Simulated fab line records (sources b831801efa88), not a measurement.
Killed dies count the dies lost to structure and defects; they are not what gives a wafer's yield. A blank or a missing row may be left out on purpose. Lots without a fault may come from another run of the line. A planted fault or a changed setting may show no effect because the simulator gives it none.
The tool behind it: which one? :: flow gf180mcu :: Sampling: 7 lots, 21 wafers, 2 of 602 route steps

## WHAT THE GAUGES SHOWED, per wafer
GF_M1_CD_MEAS_14 targets a cd of 230 nm.
lot: L905
measured: day 17 21:51
on: cd-sem-01
cd-nm (nm): 230.8 228.0 228.7

lot: L908
measured: day 18 17:13
on: cd-sem-02
cd-nm (nm): 230.2 231.6 230.6

lot: L910
measured: day 19 17:08
on: cd-sem-02
cd-nm (nm): 229.7 230.2 229.6

lot: L913
measured: day 20 12:28
on: cd-sem-01
cd-nm (nm): 229.3 229.0 228.7

lot: L915
measured: day 21 09:31
on: cd-sem-01
cd-nm (nm): 230.1 231.3 231.0

lot: L917
measured: day 21 21:49
on: cd-sem-01
cd-nm (nm): 228.0 229.3 229.2

lot: L922
measured: day 23 12:01
on: cd-sem-01
cd-nm (nm): 230.9 230.8 232.3

## TOOL THAT RAN EACH LOT (tool first, then ch and the chambers of the sampled wafers, then the start)
lot: L905
GF_DUAL_GATE_OXIDATION_15: furnace-02 ch 0, day 8 18:34

lot: L908
GF_DUAL_GATE_OXIDATION_15: furnace-01 ch 0, day 9 13:45

lot: L910
GF_DUAL_GATE_OXIDATION_15: furnace-01 ch 0, day 10 07:50

lot: L913
GF_DUAL_GATE_OXIDATION_15: furnace-01 ch 0, day 11 01:39

lot: L915
GF_DUAL_GATE_OXIDATION_15: furnace-02 ch 0, day 11 17:08

lot: L917
GF_DUAL_GATE_OXIDATION_15: furnace-01 ch 0, day 12 03:08

lot: L922
GF_DUAL_GATE_OXIDATION_15: furnace-01 ch 0, day 13 11:35
- GF_DUAL_GATE_OXIDATION_15: stabilise 600 s, purge 300 s, target thk 7.098 nm.

## THE ANSWER, worked out from the rows above alone
Rule: usual is defined by the lots themselves. Put in order of their means at a reading, lots are off if they are a third of the lots or fewer, leave a main group of 4 or more, and stand apart from it by a gap of 3 or more times the standard deviation of the main group's means; of several such gaps the widest counts. If all means in a main group match to the digits the tables above print for the reading, that group is not used. A lot without any number at a reading at which 4 lots or more have one is off too. All remaining lots with rows at the step are treated as sound.
No lot is off on any of the readings shown, so nothing can be concluded from this.

## WHAT HAD BEEN PUT IN BY THE SIMULATOR
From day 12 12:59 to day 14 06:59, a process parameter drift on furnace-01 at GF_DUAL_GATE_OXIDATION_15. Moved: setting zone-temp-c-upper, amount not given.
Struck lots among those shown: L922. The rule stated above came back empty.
